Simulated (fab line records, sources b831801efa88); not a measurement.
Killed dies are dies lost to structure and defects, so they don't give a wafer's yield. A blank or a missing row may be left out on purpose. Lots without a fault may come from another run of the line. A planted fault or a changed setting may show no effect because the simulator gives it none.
One fault seen from 2 desks | flow gf180mcu | each desk has only its own numbers; what lay behind them comes last

THE METROLOGY DESK
What the gauges read, lot by lot, whatever tool the lot ran on: means of the sampled wafers that have a number. A lot is out of limits, marked OUT, if its mean lies more than 4 standard deviations from the usual mean; the brackets give that distance.
Columns: A = cd_nm at GF_HV_LDD_CD_MEAS_07, usual 400.7 nm
lot  | first seen here | A
L685 | day 10 05:40    | 396.3
L686 | day 10 11:35    | 398.7
L687 | day 10 18:10    | 399.7
L688 | day 11 05:14    | 401.5
L690 | day 11 20:32    | 400.3
L691 | day 12 07:23    | 400.3
L692 | day 12 13:01    | 402.0
L693 | day 12 18:45    | 401.2
L698 | day 14 08:32    | 402.2
L703 | day 15 21:14    | 403.6
L704 | day 16 05:38    | 401.3
L706 | day 16 16:07    | 399.5
L707 | day 17 01:15    | 397.8
This desk's finding: nothing out of limits on any of the 13 lots.

THE TOOL OWNER'S DESK: wet_bench-01
The tool's own readings at GF_VT_IMPLANT_WET_ETCH_50 (etches SiO2 in dHF, target depth 20 nm, time 400 s): means of the sampled wafers that have a number, for each lot that ran on this tool. A lot is out of limits, marked OUT, if its mean lies more than 4 standard deviations from the usual mean; the brackets give that distance.
Columns: A = run_length_s at GF_VT_IMPLANT_WET_ETCH_50, usual 428 s; B = temp_c at GF_VT_IMPLANT_WET_ETCH_50, usual 24.98 C
lot  | first seen here | A             | B
L685 | day 7 20:17     | 433           | 24.95
L687 | day 8 08:38     | 432           | 25.03
L688 | day 8 16:27     | 432           | 24.90
L690 | day 9 05:18     | 425           | 25.04
L693 | day 10 02:09    | 427           | 25.02
L698 | day 11 12:05    | 156 (-88) OUT | 24.90
This desk's finding: out of limits on L698; first on L698, day 11 12:05 (run_length_s at GF_VT_IMPLANT_WET_ETCH_50). In limits: L685, L687, L688, L690, L693.

PUT TOGETHER
The tool owner's desk could have raised an alarm at day 11 12:05, on L698.
The metrology desk saw nothing out of limits.
The metrology desk has L698 on record, within its limits.
Of the lots named, all ran GF_VT_IMPLANT_WET_ETCH_50 on wet_bench-01.

WHAT THE SIMULATOR HAD PUT IN
Process parameter drift: wet_bench-01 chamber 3, from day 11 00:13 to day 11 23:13, at GF_VT_IMPLANT_WET_ETCH_50. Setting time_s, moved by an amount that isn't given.
Lots struck among those shown: L698.
Hours from the fault's start to each desk's first reading out of limits: the tool owner's desk, 12.
